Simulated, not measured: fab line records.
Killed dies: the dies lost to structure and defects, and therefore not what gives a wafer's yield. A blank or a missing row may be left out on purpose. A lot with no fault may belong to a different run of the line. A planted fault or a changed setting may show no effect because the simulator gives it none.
Comparing a struck lot with a sound one :: flow sky130 :: 15 steps out of a route of 708
Sound: these wafers, L178.1, L178.2, L178.4. Struck: wafer L171.3 (left out: L171.6, a lot-mate that was not struck); the cause follows at the end.
Each step with rows lists, per side, the tool, then ch with its chambers, then its first start. Under that, the readings that differ: sound wafers :: struck wafers :: difference of the means :: sigmas: that difference in standard deviations of wafers without a fault.
alike: readings with means less than 2 such deviations apart, plus words and numbers identical on both sides. not compared: withheld readings, readings lacking a value on some wafer, bounds such as >300 that could conceal the same value, and numbers that have no deviation in the record and whose values overlap.
The two part at a step that has a row with sigmas, a row that says differs or no value, or rows on one side only. Numbers that have no deviation but don't overlap get no sigmas and don't part them. Lack of a reading on every wafer of one side parts them only where that side has two or more wafers.

first, 3 steps without rows for these wafers: SKY_METAL1_EXPOSE_12 (exposes mask MM1, target cd 140 nm); SKY_METAL1_PEB_13; SKY_METAL1_DEVELOP_14 (develop time 60 s).
SKY_METAL1_CD_MEAS_15 targets a cd of 140 nm.
  struck on cdSem-01, day 35 10:07; sound on cdSem-02, day 35 16:16
  alike: cdNm
SKY_METAL1_OVL_MEAS_16:
  struck on overlay-01, day 35 10:12; sound on overlay-01, day 35 16:23
  alike: METAL1_OVL
SKY_METAL1_DESCUM_17: chemistry O2, time 8 s.
  sound on rieMetal-01 ch 1, day 35 16:25; struck on rieMetal-02 ch 0, day 35 10:14
reading: drypumpMotorCurrentA (A)
sound: 5.2 5.2 5.2
struck: 5.9
difference: +0.7
sigmas: +2
  alike: oesProductAu
  not compared: rfHoursCounterH
SKY_METAL1_ETCH_18: etches BARC in N2/H2, stops on SiO2, time 45.9 s, target depth 60 nm.
  sound on rieMetal-01 ch 1, day 35 16:29; struck on rieMetal-02 ch 0, day 35 10:17
reading: biasW (W)
sound: 99.94 99.75 100.09
struck: 100.45
difference: +0.52
sigmas: +2
  alike: drypumpMotorCurrentA, oesProductAu, throttleValvePct
  not compared: rfHoursCounterH
SKY_METAL1_METAL_ETCH_19: etches the open film in Cl2/BCl3, stops on SiO2, target depth 360 nm, time 78 s.
  sound on rieMetal-01 ch 1, day 35 16:37; struck on rieMetal-02 ch 0, day 35 10:21
reading: drypumpMotorCurrentA (A)
sound: 5.2 5.3 5.2
struck: 5.9
difference: +0.7
sigmas: +2
  alike: biasW, oesProductAu, throttleValvePct
  not compared: rfHoursCounterH
SKY_METAL1_STRIP_20: strips in O2/N2.
  sound on plasmaAsher-03 ch 0,1, day 35 16:47; struck on plasmaAsher-01 ch 0, day 35 10:26
reading: drypumpMotorCurrentA (A)
sound: 5.45 5.12 5.15
struck: 5.92
difference: +0.68
sigmas: +3
  alike: o2FlowSccm, oesProductAu, stripTimeToEndpointS
  not compared: rfHoursCounterH
then, 3 steps without rows for these wafers: SKY_METAL1_STRIP_21 (strips in post etch residue remover, time 1200 s); SKY_METAL1_CLEAN_22 (cleans in IPA, time 180 s); SKY_METAL1_CLEAN_23 (cleans in O3/DIW).
SKY_VIA1_HDPCVD_00: deposits SiO2, target thk 1030 nm, time 171.7 s.
  sound on hdpcvd-01 ch 0,2, day 35 17:23; struck on hdpcvd-02 ch 2, day 35 11:00
reading: model.SiO2_of_VIA1_HDPCVD_00.thkNm (nm)
sound: 1037 1023 1027
struck: 1516
difference: +487
sigmas: 
SKY_VIA1_THK_MEAS_01:
  struck on filmMetro-02, day 35 11:08; sound on filmMetro-02, day 35 17:30
reading: VIA1_HDPCVD_THK (nm)
sound: 1036 1023 1027
struck: 1515
difference: +486
sigmas: +41
SKY_VIA1_CMP_02: polishes SiO2.
  sound on cmp-01 ch 0,2,3, day 35 17:37; struck on cmp-02 ch 1, day 35 11:19
  alike: motorCurrentA, platenRpm, slurryFlowMlMin

## WHERE THEY PART
At SKY_METAL1_DESCUM_17 first; at SKY_VIA1_THK_MEAS_01 last (within this record only). Later steps at which nothing parts them and some readings are alike: SKY_VIA1_CMP_02.

WHY: what had been put in by the simulator
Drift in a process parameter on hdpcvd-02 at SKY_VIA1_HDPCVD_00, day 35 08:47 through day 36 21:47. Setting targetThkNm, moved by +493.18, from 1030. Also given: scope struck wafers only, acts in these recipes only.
